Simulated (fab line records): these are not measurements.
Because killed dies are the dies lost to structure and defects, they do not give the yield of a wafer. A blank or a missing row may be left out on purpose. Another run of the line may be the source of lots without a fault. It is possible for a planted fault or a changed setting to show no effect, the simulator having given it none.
fab line records	flow gf180mcu	part 1 of 2: steps 1 to 34 of 46
[record] lots = 5	wafers = 15	last-day = 34
route steps=602 shown LVPWELL@64 MVSD@66 MVPSD@78 VT_IMPLANT@90
lots that met no fault: taken from a fault-free run of the same line
start-h: hours from the record's first day to the start of the lot's first wafer shown	wait-h: hours elapsed since this lot's preceding step	" repeats the value in the row above	L1.1+2: a row that stands for several wafers	- no value, or no start given	* or withheld: withheld	< > ~ a bound
route shown NAME@n: names a module that has steps shown in the file, with the first one's number in the route	usual: mean and standard deviation over wafers with no fault	same: alike in all rows	chamber/n: place in a boat	sites: the reading at each site	_std_site: their standard deviation	_edge_site: the outer-site mean with the inner-site mean subtracted	radius-mm: for every site, how far away it sits from the centre of the wafer	mask NAME#n: copy n	behind: the most recent tool/chamber to have shaped the wafer	hold: why the lot was held/for how many hours/how that ended	device: whichever transistor did not switch (one of n, p or np)	end of line: at the end of the route, the tests of the same wafers	a step given without rows: its recipe and nothing more	killed: dies lost to structure and defects at the first sort, not the wafer's yield	map: a wafer's dies, x killed, . not, _ none there
set.NAME: the setting the step ran with; set.NAME@STEP: the setting that earlier step ran with	model.NAME: the simulator's own value behind a step, which no gauge read
lots at selected steps of the route; one table per step, one row per wafer
services: when a tool's chamber went out of use (start-h, in hours from the record's first day, below 0 if earlier), for how many hours, and the reason
[[steps]]
[step GF_LVPWELL_STRIP_10]
[recipe] chemistry = O2/N2	power-w = 1400	pressure-mtorr = 1500	platen-temp-c = 250	o2-flow-sccm = 3000	n2-flow-sccm = 300	overash-fraction = 0.5
[usual] drypump-motor-current-A = 5.5/0.53	heater-power-w = 335/38	oes-product-au = 0.722/0.0043	strip-time-to-endpoint-s = 36.97/0.12
[same] overash-fraction = 0.5
lot.wafer	tool	chamber	start-h	wait-h	drypump-motor-current-A	heater-power-w	oes-product-au	rf-hours-counter-h	strip-time-to-endpoint-s
L084.2	plasma-asher-04	0	128.58	0.1	4.7	278	0.723	31	37.06
L084.5	"	0	"	"	4.7	275	0.724	-	37.00
L084.6	"	1	"	"	5.3	363	0.725	-	36.92
L089.1	plasma-asher-03	0	154.48	0.1	4.7	333	0.718	4	36.95
L089.5	"	0	"	"	4.7	333	0.721	-	36.93
L089.6	"	1	"	"	6.1	332	0.722	-	36.95
L090.3	plasma-asher-02	0	160.07	0.1	6.1	301	0.724	-	37.04
L090.4	"	1	"	"	5.5	378	0.721	-	37.09
L090.6	"	1	"	"	5.5	393	0.724	-	36.93
L091.1	plasma-asher-03	0	164.84	0.1	4.7	331	0.718	5	37.19
L091.4	"	1	"	"	6.1	336	0.724	-	37.22
L091.6	"	0	"	"	4.7	335	0.725	-	37.20
L096.1	plasma-asher-02	0	191.69	0.1	6.1	312	0.725	52	36.96
L096.2	"	1	"	"	5.5	380	0.721	52	36.88
L096.3	"	1	"	"	5.5	377	0.719	-	36.98
[step GF_LVPWELL_TW_MEAS_11]
[usual] LVPWELL_TW = 556/3.1
lot.wafer	tool	chamber	start-h	wait-h	LVPWELL_TW
L084.2	film-metro-04	-	128.69	0.1	564
L084.5	"	-	"	"	558
L084.6	"	-	"	"	565
L089.1	film-metro-04	-	154.58	0.1	561
L089.5	"	-	"	"	559
L089.6	"	-	"	"	556
L090.3	film-metro-04	-	160.16	0.1	557
L090.4	"	-	"	"	557
L090.6	"	-	"	"	558
L091.1	film-metro-01	-	164.94	0.1	553
L091.4	"	-	"	"	551
L091.6	"	-	"	"	549
L096.1	film-metro-03	-	191.79	0.1	554
L096.2	"	-	"	"	556
L096.3	"	-	"	"	556
[step GF_MVSD_DEHYDRATE_00]
[recipe] temp-c = 200	time-s = 60
lot.wafer	tool	chamber	start-h	wait-h
L084.2+5+6	litho-track-03	0	135.97	7.3
L089.1+5+6	litho-track-04	0	162.22	7.6
L090.3+4+6	litho-track-02	0	167.80	7.6
L091.1+4+6	litho-track-03	0	172.55	7.6
L096.1+2+3	litho-track-02	0	199.40	7.6
[step GF_MVSD_HMDS_01]
[recipe] prime-time-s = 60	prime-temp-c = 120
[same] prime-time-s = 60
lot.wafer	tool	chamber	start-h	wait-h
L084.2+5+6	litho-track-03	0	136.12	0.1
L089.1+5+6	litho-track-04	0	162.37	0.1
L090.3+4+6	litho-track-02	0	167.95	0.1
L091.1+4+6	litho-track-03	0	172.70	0.1
L096.1+2+3	litho-track-02	0	199.55	0.1
[step GF_MVSD_COAT_02]
[recipe] spin-rpm = 2000	resist-thk-nm = 3000
lot.wafer	tool	chamber	start-h	wait-h
L084.2+5+6	litho-track-03	0	136.27	0.1
L089.1+5+6	litho-track-04	0	162.52	0.1
L090.3+4+6	litho-track-02	0	168.10	0.1
L091.1+4+6	litho-track-03	0	172.85	0.1
L096.1+2+3	litho-track-02	0	199.70	0.1
[step GF_MVSD_SOFTBAKE_03]
[recipe] temp-c = 110	time-s = withheld
lot.wafer	tool	chamber	start-h	wait-h
L084.2+5+6	litho-track-03	0	136.43	0.1
L089.1+5+6	litho-track-04	0	162.67	0.1
L090.3+4+6	litho-track-02	0	168.27	0.1
L091.1+4+6	litho-track-03	0	173.00	0.1
L096.1+2+3	litho-track-02	0	199.85	0.1
[step GF_MVSD_EXPOSE_04]
[recipe] mask-id = MVSD	target-cd-nm = 1000	na = 0.6	source-shape = conventional	sigma-outer = 0.6	dose-mj = 260
[same] sigma-outer = 0.6
lot.wafer	tool	chamber	start-h	wait-h	mask
L084.2+5+6	iline-stepper-02	0	-	-	MVSD#0
L089.1+5+6	iline-stepper-01	0	-	-	MVSD#0
L090.3+4+6	iline-stepper-02	0	-	-	MVSD#0
L091.1+4+6	iline-stepper-01	0	-	-	MVSD#0
L096.1+2+3	iline-stepper-01	0	-	-	MVSD#0
[step GF_MVSD_PEB_05]
[recipe] temp-c = 115	time-s = withheld
lot.wafer	tool	chamber	start-h	wait-h
L084.2+5+6	litho-track-02	0	-	-
L089.1+5+6	litho-track-03	0	-	-
L090.3+4+6	litho-track-04	0	-	-
L091.1+4+6	litho-track-04	0	-	-
L096.1+2+3	litho-track-02	0	-	-
[step GF_MVSD_DEVELOP_06]
[recipe] wall-angle-deg = 90	develop-time-s = 60	dev-temp-c = 23
lot.wafer	tool	chamber	start-h	wait-h
L084.2+5+6	litho-track-02	0	-	-
L089.1+5+6	litho-track-03	0	-	-
L090.3+4+6	litho-track-04	0	-	-
L091.1+4+6	litho-track-04	0	-	-
L096.1+2+3	litho-track-02	0	-	-
[step GF_MVSD_OVL_MEAS_07]
[usual] MVSD_OVL = 0.6/1.7
lot.wafer	tool	chamber	start-h	wait-h	MVSD_OVL[nm]
L084.2	overlay-02	-	143.91	-	-1.4
L084.5	"	-	"	"	-1.0
L084.6	"	-	"	"	-0.2
L089.1	overlay-02	-	170.70	-	2.0
L089.5	"	-	"	"	2.9
L089.6	"	-	"	"	1.5
L090.3	overlay-01	-	176.33	-	-0.3
L090.4	"	-	"	"	-1.1
L090.6	"	-	"	"	-1.3
L091.1	overlay-01	-	181.42	-	2.0
L091.4	"	-	"	"	1.9
L091.6	"	-	"	"	2.1
L096.1	overlay-02	-	208.80	-	4.8
L096.2	"	-	"	"	3.5
L096.3	"	-	"	"	3.1
[step GF_MVSD_IMPLANT_08]
[recipe] species = P	energy-kev = 400	dose-cm2 = 1.6e+13	tilt-deg = 0
[usual] dose-ions-cm2 = 1.5999e+13/1.8e+10
lot.wafer	tool	chamber	start-h	wait-h	dose-ions-cm2
L084.2	implanter-01	0	143.96	0.0	1.6021e+13
L084.5	"	0	"	"	1.6007e+13
L084.6	"	0	"	"	1.6025e+13
L089.1	implanter-03	0	170.73	0.0	1.602e+13
L089.5	"	0	"	"	1.5985e+13
L089.6	"	0	"	"	1.6004e+13
L090.3	implanter-04	0	176.41	0.1	1.5995e+13
L090.4	"	0	"	"	1.5985e+13
L090.6	"	0	"	"	1.6011e+13
L091.1	implanter-04	0	181.46	0.0	1.6023e+13
L091.4	"	0	"	"	1.6005e+13
L091.6	"	0	"	"	1.6007e+13
L096.1	implanter-04	0	208.84	0.0	1.5998e+13
L096.2	"	0	"	"	1.5997e+13
L096.3	"	0	"	"	1.5971e+13
[step GF_MVSD_IMPLANT_09]
[recipe] species = P	energy-kev = 100	dose-cm2 = 5e+12	tilt-deg = 0
[usual] dose-ions-cm2 = 5e+12/5.5e+09
lot.wafer	tool	chamber	start-h	wait-h	dose-ions-cm2
L084.2	implanter-01	0	144.11	0.1	5e+12
L084.5	"	0	"	"	5.01e+12
L084.6	"	0	"	"	5.009e+12
L089.1	implanter-03	0	170.88	0.1	4.993e+12
L089.5	"	0	"	"	4.991e+12
L089.6	"	0	"	"	4.996e+12
L090.3	implanter-04	0	176.56	0.1	4.995e+12
L090.4	"	0	"	"	5.004e+12
L090.6	"	0	"	"	5.004e+12
L091.1	implanter-04	0	181.61	0.1	4.999e+12
L091.4	"	0	"	"	5.006e+12
L091.6	"	0	"	"	5.003e+12
L096.1	implanter-04	0	208.99	0.1	4.994e+12
L096.2	"	0	"	"	4.999e+12
L096.3	"	0	"	"	4.991e+12
[step GF_MVSD_STRIP_10]
[recipe] chemistry = O2/N2	power-w = 1400	pressure-mtorr = 1500	platen-temp-c = 250	o2-flow-sccm = 3000	n2-flow-sccm = 300	overash-fraction = 0.5
[usual] drypump-motor-current-A = 5.4/0.49	heater-power-w = 302/40	oes-product-au = 0.722/0.0044	strip-time-to-endpoint-s = 36.95/0.09
[same] overash-fraction = 0.5
lot.wafer	tool	chamber	start-h	wait-h	drypump-motor-current-A	heater-power-w	oes-product-au	rf-hours-counter-h	strip-time-to-endpoint-s
L084.2	plasma-asher-01	0	144.24	0.1	5.6	276	0.714	50	36.93
L084.5	"	0	"	"	5.6	275	0.718	-	36.95
L084.6	"	1	"	"	4.8	265	0.731	-	36.93
L089.1	plasma-asher-01	0	171.03	0.1	5.6	284	0.725	52	36.86
L089.5	"	1	"	"	4.8	273	0.716	-	36.87
L089.6	"	0	"	"	5.6	280	0.724	-	36.87
L090.3	plasma-asher-01	0	176.69	0.1	5.6	280	0.714	-	36.86
L090.4	"	1	"	"	4.8	272	0.726	-	36.81
L090.6	"	0	"	"	5.6	275	0.719	-	36.83
L091.1	plasma-asher-02	0	181.76	0.1	6.1	309	0.726	51	37.01
L091.4	"	0	"	"	6.1	309	0.725	-	36.95
L091.6	"	1	"	"	5.5	393	0.719	-	36.89
L096.1	plasma-asher-01	1	209.14	0.1	4.8	273	0.719	57	36.78
L096.2	"	0	"	"	5.6	284	0.722	57	36.89
L096.3	"	1	"	"	4.8	268	0.726	-	36.90
[step GF_MVSD_TW_MEAS_11]
[usual] MVSD_TW = 1569/8.9
lot.wafer	tool	chamber	start-h	wait-h	MVSD_TW
L084.2	film-metro-03	-	144.35	0.1	1570
L084.5	"	-	"	"	1568
L084.6	"	-	"	"	1575
L089.1	film-metro-04	-	171.13	0.1	1569
L089.5	"	-	"	"	1578
L089.6	"	-	"	"	1566
L090.3	film-metro-03	-	176.78	0.1	1567
L090.4	"	-	"	"	1577
L090.6	"	-	"	"	1572
L091.1	film-metro-01	-	181.86	0.1	1578
L091.4	"	-	"	"	1574
L091.6	"	-	"	"	1575
L096.1	film-metro-03	-	209.24	0.1	1557
L096.2	"	-	"	"	1569
L096.3	"	-	"	"	1563
[step GF_MVPSD_DEHYDRATE_00]
[recipe] temp-c = 200	time-s = 60
lot.wafer	tool	chamber	start-h	wait-h
L084.2+5+6	litho-track-04	0	151.30	6.9
L089.1+5+6	litho-track-04	0	179.12	8.0
L090.3+4+6	litho-track-02	0	183.55	6.8
L091.1+4+6	litho-track-04	0	189.22	7.4
L096.1+2+3	litho-track-04	0	217.47	8.2
[step GF_MVPSD_HMDS_01]
[recipe] prime-time-s = 60	prime-temp-c = 120
[same] prime-time-s = 60
lot.wafer	tool	chamber	start-h	wait-h
L084.2+5+6	litho-track-04	0	151.45	0.1
L089.1+5+6	litho-track-04	0	179.27	0.1
L090.3+4+6	litho-track-02	0	183.70	0.1
L091.1+4+6	litho-track-04	0	189.37	0.1
L096.1+2+3	litho-track-04	0	217.62	0.1
[step GF_MVPSD_COAT_02]
[recipe] spin-rpm = 2000	resist-thk-nm = 3000
lot.wafer	tool	chamber	start-h	wait-h
L084.2+5+6	litho-track-04	0	151.60	0.1
L089.1+5+6	litho-track-04	0	179.42	0.1
L090.3+4+6	litho-track-02	0	183.85	0.1
L091.1+4+6	litho-track-04	0	189.52	0.1
L096.1+2+3	litho-track-04	0	217.77	0.1
[step GF_MVPSD_SOFTBAKE_03]
[recipe] temp-c = 110	time-s = withheld
lot.wafer	tool	chamber	start-h	wait-h
L084.2+5+6	litho-track-04	0	151.76	0.1
L089.1+5+6	litho-track-04	0	179.57	0.1
L090.3+4+6	litho-track-02	0	184.02	0.1
L091.1+4+6	litho-track-04	0	189.67	0.1
L096.1+2+3	litho-track-04	0	217.92	0.1
[step GF_MVPSD_EXPOSE_04]
[recipe] mask-id = MVPSD	target-cd-nm = 1000	na = 0.6	source-shape = conventional	sigma-outer = 0.6	dose-mj = 260
[same] sigma-outer = 0.6
lot.wafer	tool	chamber	start-h	wait-h	mask
L084.2+5+6	iline-stepper-02	0	-	-	MVPSD#0
L089.1+5+6	iline-stepper-02	0	-	-	MVPSD#0
L090.3+4+6	iline-stepper-01	0	-	-	MVPSD#0
L091.1+4+6	iline-stepper-01	0	-	-	MVPSD#0
L096.1+2+3	iline-stepper-02	0	-	-	MVPSD#0
[step GF_MVPSD_PEB_05]
[recipe] temp-c = 115	time-s = withheld
lot.wafer	tool	chamber	start-h	wait-h
L084.2+5+6	litho-track-04	0	-	-
L089.1+5+6	litho-track-04	0	-	-
L090.3+4+6	litho-track-01	0	-	-
L091.1+4+6	litho-track-01	0	-	-
L096.1+2+3	litho-track-01	0	-	-
[step GF_MVPSD_DEVELOP_06]
[recipe] wall-angle-deg = 90	develop-time-s = 60	dev-temp-c = 23
lot.wafer	tool	chamber	start-h	wait-h
L084.2+5+6	litho-track-04	0	-	-
L089.1+5+6	litho-track-04	0	-	-
L090.3+4+6	litho-track-01	0	-	-
L091.1+4+6	litho-track-01	0	-	-
L096.1+2+3	litho-track-01	0	-	-
[step GF_MVPSD_OVL_MEAS_07]
[usual] MVPSD_OVL = 0.1/1.5
lot.wafer	tool	chamber	start-h	wait-h	MVPSD_OVL[nm]
L084.2	overlay-02	-	160.03	-	2.4
L084.5	"	-	"	"	2.6
L084.6	"	-	"	"	1.8
L089.1	overlay-02	-	187.57	-	3.3
L089.5	"	-	"	"	3.0
L089.6	"	-	"	"	4.6
L090.3	overlay-02	-	191.93	-	-0.8
L090.4	"	-	"	"	0.2
L090.6	"	-	"	"	-1.3
L091.1	overlay-02	-	197.92	-	0.4
L091.4	"	-	"	"	-0.2
L091.6	"	-	"	"	-0.1
L096.1	overlay-01	-	226.42	-	-1.3
L096.2	"	-	"	"	-1.6
L096.3	"	-	"	"	-1.6
[step GF_MVPSD_IMPLANT_08]
[recipe] species = B	energy-kev = 170	dose-cm2 = 1.5e+13	tilt-deg = 0
[usual] dose-ions-cm2 = 1.5005e+13/1.6e+10
lot.wafer	tool	chamber	start-h	wait-h	dose-ions-cm2
L084.2	implanter-01	0	160.08	0.0	1.5036e+13
L084.5	"	0	"	"	1.4988e+13
L084.6	"	0	"	"	1.5018e+13
L089.1	implanter-02	0	187.61	0.0	1.4979e+13
L089.5	"	0	"	"	1.5004e+13
L089.6	"	0	"	"	1.498e+13
L090.3	implanter-02	0	192.01	0.1	1.5004e+13
L090.4	"	0	"	"	1.5002e+13
L090.6	"	0	"	"	1.4998e+13
L091.1	implanter-01	0	197.96	0.0	1.5008e+13
L091.4	"	0	"	"	1.5011e+13
L091.6	"	0	"	"	1.5037e+13
L096.1	implanter-03	0	226.45	0.0	1.5028e+13
L096.2	"	0	"	"	1.5e+13
L096.3	"	0	"	"	1.5029e+13
[step GF_MVPSD_IMPLANT_09]
[recipe] species = B	energy-kev = 40	dose-cm2 = 5e+12	tilt-deg = 0
[usual] dose-ions-cm2 = 5.001e+12/5e+09
lot.wafer	tool	chamber	start-h	wait-h	dose-ions-cm2
L084.2	implanter-01	0	160.23	0.1	5.004e+12
L084.5	"	0	"	"	5.012e+12
L084.6	"	0	"	"	5.007e+12
L089.1	implanter-02	0	187.76	0.1	5e+12
L089.5	"	0	"	"	5.004e+12
L089.6	"	0	"	"	5.006e+12
L090.3	implanter-02	0	192.16	0.1	5.002e+12
L090.4	"	0	"	"	4.999e+12
L090.6	"	0	"	"	4.998e+12
L091.1	implanter-01	0	198.11	0.1	4.997e+12
L091.4	"	0	"	"	4.999e+12
L091.6	"	0	"	"	5.003e+12
L096.1	implanter-03	0	226.60	0.1	4.996e+12
L096.2	"	0	"	"	4.993e+12
L096.3	"	0	"	"	4.999e+12
[step GF_MVPSD_STRIP_10]
[recipe] chemistry = O2/N2	power-w = 1400	pressure-mtorr = 1500	platen-temp-c = 250	o2-flow-sccm = 3000	n2-flow-sccm = 300	overash-fraction = 0.5
[usual] drypump-motor-current-A = 5.3/0.45	heater-power-w = 304/42	oes-product-au = 0.722/0.0045	strip-time-to-endpoint-s = 36.94/0.1
[same] overash-fraction = 0.5
lot.wafer	tool	chamber	start-h	wait-h	drypump-motor-current-A	heater-power-w	oes-product-au	rf-hours-counter-h	strip-time-to-endpoint-s
L084.2	plasma-asher-01	1	160.36	0.1	4.8	277	0.720	51	37.04
L084.5	"	0	"	"	5.6	287	0.719	-	36.91
L084.6	"	1	"	"	4.8	275	0.723	-	36.91
L089.1	plasma-asher-01	0	187.91	0.1	5.6	286	0.722	55	36.93
L089.5	"	0	"	"	5.6	285	0.726	-	36.97
L089.6	"	1	"	"	4.8	270	0.717	-	37.08
L090.3	plasma-asher-02	0	192.29	0.1	6.1	298	0.717	-	36.98
L090.4	"	1	"	"	5.5	390	0.722	-	36.88
L090.6	"	1	"	"	5.5	397	0.716	-	37.01
L091.1	plasma-asher-04	0	198.26	0.1	4.8	280	0.725	39	37.00
L091.4	"	0	"	"	4.8	280	0.727	-	36.99
L091.6	"	0	"	"	4.8	276	0.717	-	37.08
L096.1	plasma-asher-04	0	226.75	0.1	4.8	286	0.724	42	36.81
L096.2	"	1	"	"	5.2	357	0.721	42	36.69
L096.3	"	1	"	"	5.2	349	0.729	-	36.83
[step GF_MVPSD_TW_MEAS_11]
[usual] MVPSD_TW = 548.9/2.8
lot.wafer	tool	chamber	start-h	wait-h	MVPSD_TW
L084.2	film-metro-04	-	160.47	0.1	550.1
L084.5	"	-	"	"	550.5
L084.6	"	-	"	"	550.0
L089.1	film-metro-03	-	188.01	0.1	549.9
L089.5	"	-	"	"	550.8
L089.6	"	-	"	"	547.7
L090.3	film-metro-01	-	192.38	0.1	548.8
L090.4	"	-	"	"	546.7
L090.6	"	-	"	"	549.7
L091.1	film-metro-01	-	198.36	0.1	546.5
L091.4	"	-	"	"	545.7
L091.6	"	-	"	"	544.5
L096.1	film-metro-03	-	226.85	0.1	549.3
L096.2	"	-	"	"	552.1
L096.3	"	-	"	"	550.8
[step GF_VT_IMPLANT_DEHYDRATE_00]
[recipe] temp-c = 200	time-s = 60
lot.wafer	tool	chamber	start-h	wait-h
L084.2+5+6	litho-track-03	0	167.92	7.4
L089.1+5+6	litho-track-03	0	196.35	8.3
L090.3+4+6	litho-track-03	0	200.35	8.0
L091.1+4+6	litho-track-01	0	206.32	8.0
L096.1+2+3	litho-track-01	0	236.02	9.2
[step GF_VT_IMPLANT_HMDS_01]
[recipe] prime-time-s = 60	prime-temp-c = 120
[same] prime-time-s = 60
lot.wafer	tool	chamber	start-h	wait-h
L084.2+5+6	litho-track-03	0	168.07	0.1
L089.1+5+6	litho-track-03	0	196.50	0.1
L090.3+4+6	litho-track-03	0	200.50	0.1
L091.1+4+6	litho-track-01	0	206.47	0.1
L096.1+2+3	litho-track-01	0	236.17	0.1
[step GF_VT_IMPLANT_COAT_02]
[recipe] resist = NOVOLAK	spin-rpm = 3000	resist-thk-nm = 1000
lot.wafer	tool	chamber	start-h	wait-h
L084.2+5+6	litho-track-03	0	168.22	0.1
L089.1+5+6	litho-track-03	0	196.65	0.1
L090.3+4+6	litho-track-03	0	200.65	0.1
L091.1+4+6	litho-track-01	0	206.62	0.1
L096.1+2+3	litho-track-01	0	236.32	0.1
[step GF_VT_IMPLANT_SOFTBAKE_03]
[recipe] temp-c = 90	time-s = 60	resist = NOVOLAK
lot.wafer	tool	chamber	start-h	wait-h
L084.2+5+6	litho-track-03	0	168.37	0.1
L089.1+5+6	litho-track-03	0	196.80	0.1
L090.3+4+6	litho-track-03	0	200.80	0.1
L091.1+4+6	litho-track-01	0	206.77	0.1
L096.1+2+3	litho-track-01	0	236.47	0.1
[step GF_VT_IMPLANT_EXPOSE_04]
[recipe] mask-id = LVPWELL_LV_AREA	target-cd-nm = 600	na = 0.6	source-shape = conventional	sigma-outer = 0.6	dose-mj = 140
[same] sigma-outer = 0.6
lot.wafer	tool	chamber	start-h	wait-h	mask
L084.2+5+6	iline-stepper-01	0	-	-	LVPWELL_LV_AREA#0
L089.1+5+6	iline-stepper-02	0	-	-	LVPWELL_LV_AREA#0
L090.3+4+6	iline-stepper-01	0	-	-	LVPWELL_LV_AREA#0
L091.1+4+6	iline-stepper-02	0	-	-	LVPWELL_LV_AREA#0
L096.1+2+3	iline-stepper-01	0	-	-	LVPWELL_LV_AREA#0
[step GF_VT_IMPLANT_PEB_05]
[recipe] temp-c = withheld	time-s = *	resist = NOVOLAK
lot.wafer	tool	chamber	start-h	wait-h
L084.2+5+6	litho-track-04	0	-	-
L089.1+5+6	litho-track-03	0	-	-
L090.3+4+6	litho-track-03	0	-	-
L091.1+4+6	litho-track-04	0	-	-
L096.1+2+3	litho-track-04	0	-	-
[step GF_VT_IMPLANT_DEVELOP_06]
[recipe] develop-time-s = 60	dev-temp-c = 23
lot.wafer	tool	chamber	start-h	wait-h
L084.2+5+6	litho-track-04	0	176.50	0.1
L089.1+5+6	litho-track-03	0	204.95	0.1
L090.3+4+6	litho-track-03	0	209.35	0.1
L091.1+4+6	litho-track-04	0	215.72	0.1
L096.1+2+3	litho-track-04	0	245.07	0.1
[step GF_VT_IMPLANT_OVL_MEAS_07]
[usual] VT_IMPLANT_OVL = 0.0/1.3
lot.wafer	tool	chamber	start-h	wait-h	VT_IMPLANT_OVL[nm]
L084.2	overlay-01	-	176.63	0.1	0.3
L084.5	"	-	"	"	1.4
L084.6	"	-	"	"	0.4
L089.1	overlay-02	-	205.10	0.1	-0.6
L089.5	"	-	"	"	-2.5
L089.6	"	-	"	"	-0.7
L090.3	overlay-01	-	209.46	0.1	0.7
L090.4	"	-	"	"	0.7
L090.6	"	-	"	"	1.3
L091.1	overlay-02	-	215.87	0.1	-0.6
L091.4	"	-	"	"	0.6
L091.6	"	-	"	"	1.6
L096.1	overlay-02	-	245.22	0.1	-0.1
L096.2	"	-	"	"	0.7
L096.3	"	-	"	"	0.3
